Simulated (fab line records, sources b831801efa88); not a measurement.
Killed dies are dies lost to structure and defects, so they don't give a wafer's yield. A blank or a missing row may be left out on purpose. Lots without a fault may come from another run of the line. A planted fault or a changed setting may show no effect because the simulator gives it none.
A struck lot beside a sound one | flow sfq_line | 21 steps out of a route of 325
Sound: wafers L438.4, L438.5, L438.6. Struck: wafers L450.1, L450.3, L450.6. The cause comes at the end.
At each step with rows: each side's tool, then ch and its chambers, then its first start. Under that, the readings that differ: sound wafers | struck wafers | difference of the means | sigmas: that difference in standard deviations of wafers without a fault.
alike: readings whose means differ by less than 2 such deviations, and words and numbers that are the same on both sides. not compared: withheld readings, readings that some wafer has no value for, bounds like >300 that may hide the same value, and numbers for which the record gives no deviation and whose values overlap.
The two part at a step that has a row with sigmas, a row that says differs or no value, or rows on one side only. Numbers that don't overlap but have no deviation are shown without sigmas and don't part them. A reading that every wafer of one side lacks parts them only if that side has two wafers or more.

SFQ_I4_OVL_MEAS_928:
  sound on overlay-02, day 38 13:53; struck on overlay-01, day 44 14:03
  alike: I4_OVL
then, 1 step without rows for these wafers: SFQ_TRILAYER_I4_VIA_BARC_OPEN_VIA_ETCH_146 (etches BARC in O2, target depth 125 nm, time 41.7 s).
SFQ_TRILAYER_I4_VIA_ETCH_VIA_ETCH_106: etches SiO2 in CHF3, stops on Nb, target depth 260 nm.
  sound on rie_diel-02 ch 1,2, day 38 13:56; struck on rie_diel-02 ch 1,3, day 44 14:08
  alike: drypump_motor_current_A, oes_product_au, rf_fwd_power_W
then, 4 steps without rows for these wafers: SFQ_TRILAYER_I4_VIA_STRIP_STRIP_107 (strips in O2); SFQ_TRILAYER_I4_VIA_STRIP_SOLV_CLEAN_108 (cleans in NMP, time 600 s); SFQ_TRILAYER_JJ_TRILAYER_DEP_PRE_CLEAN_113 (time 22.5 s); SFQ_TRILAYER_JJ_TRILAYER_DEP_SPUTTER_109 (material Nb, target thk 150 nm, time 100 s).
SFQ_TRILAYER_JJ_TRILAYER_DEP_SPUTTER_110: material Al, target thk 8 nm, time 10 s.
  sound on pvd_sputter-06, day 38 14:56; struck on pvd_sputter-04, day 44 15:07
  alike: throttle_valve_pct
then, 1 step without rows for these wafers: SFQ_TRILAYER_JJ_TRILAYER_DEP_AL_OXIDATION_111 (oxidation time 600 s).
SFQ_TRILAYER_JJ_TRILAYER_DEP_SPUTTER_112: material Nb, target thk 170 nm, time 113.3 s.
  sound on pvd_sputter-06, day 38 15:57; struck on pvd_sputter-04, day 44 16:08
  alike: throttle_valve_pct
SFQ_JJ_RS_MEAS_929: measures by four-point-probe.
  sound on film_metro-02, day 38 16:05; struck on film_metro-01, day 44 16:13
  reading           | sound             | struck            | difference | sigmas
  JJ_NB_RS (ohm/sq) | 1.050 1.059 1.055 | 1.028 1.025 1.027 | -0.028     | -3
SFQ_TRILAYER_JJ_CE_LITHO_COAT_119: resist thk 62 nm.
  sound on litho_track-02 ch 0, day 38 16:22; struck on litho_track-04 ch 0, day 44 16:24
  reading                                                 | sound             | struck            | difference | sigmas
  model.BARC_of_TRILAYER_JJ_CE_LITHO_COAT_119.thk_nm (nm) | 62.23 62.14 62.01 | 66.53 66.49 66.56 | +4.40      |
then, 5 steps without rows for these wafers: SFQ_TRILAYER_JJ_CE_LITHO_COAT_114 (resist thk 600 nm); SFQ_TRILAYER_JJ_CE_LITHO_SOFTBAKE_118; SFQ_TRILAYER_JJ_CE_LITHO_EXPOSE_115 (exposes mask J5, target cd 700 nm); SFQ_TRILAYER_JJ_CE_LITHO_PEB_117 (peb time 60 s); SFQ_TRILAYER_JJ_CE_LITHO_DEVELOP_116 (time 60 s).
-- the record jumps here: 3 days lie between the struck wafers' starts before and after --
SFQ_JJ_OVL_MEAS_931:
  sound on overlay-01, day 41 07:59; struck on overlay-02, day 47 23:21
  alike: J5_OVL
SFQ_TRILAYER_JJ_CE_METRO_MEASURE_117:
  sound on cd_sem-02, day 41 08:36; struck on cd_sem-01, day 47 23:23
  alike: cd_nm
SFQ_TRILAYER_JJ_CE_BARC_OPEN_RIE_150: chemistry O2, target BARC, target depth 240 nm, time 80 s.
  sound on rie_metal-03 ch 0,1, day 41 09:14; struck on rie_metal-02 ch 0,1, day 48 00:35
  reading                  | sound             | struck            | difference | sigmas
  oes_product_au (a.u.)    | 0.545 0.532 0.538 | 0.549 0.549 0.545 | +0.009     | +2
  model.etch.depth_nm (nm) | 62.23 62.14 62.01 | 66.53 66.49 66.56 | +4.40      |
  alike: drypump_motor_current_A, rf_fwd_power_W
  not compared: rf_hours_counter_h
SFQ_TRILAYER_JJ_CE_ETCH_RIE_118: chemistry SF6, target Nb, stops on Al2O3, time 97.7 s, target depth 170 nm.
  sound on rie_metal-03 ch 0,1, day 41 09:19; struck on rie_metal-02 ch 0,1, day 48 00:41
  alike: drypump_motor_current_A, oes_product_au, rf_fwd_power_W
  not compared: rf_hours_counter_h

WHERE THEY PART
First at SFQ_JJ_RS_MEAS_929; last, within this record, at SFQ_TRILAYER_JJ_CE_BARC_OPEN_RIE_150. Later steps at which nothing parts them and some readings are alike: SFQ_TRILAYER_JJ_CE_ETCH_RIE_118.

WHY: what the simulator had put in
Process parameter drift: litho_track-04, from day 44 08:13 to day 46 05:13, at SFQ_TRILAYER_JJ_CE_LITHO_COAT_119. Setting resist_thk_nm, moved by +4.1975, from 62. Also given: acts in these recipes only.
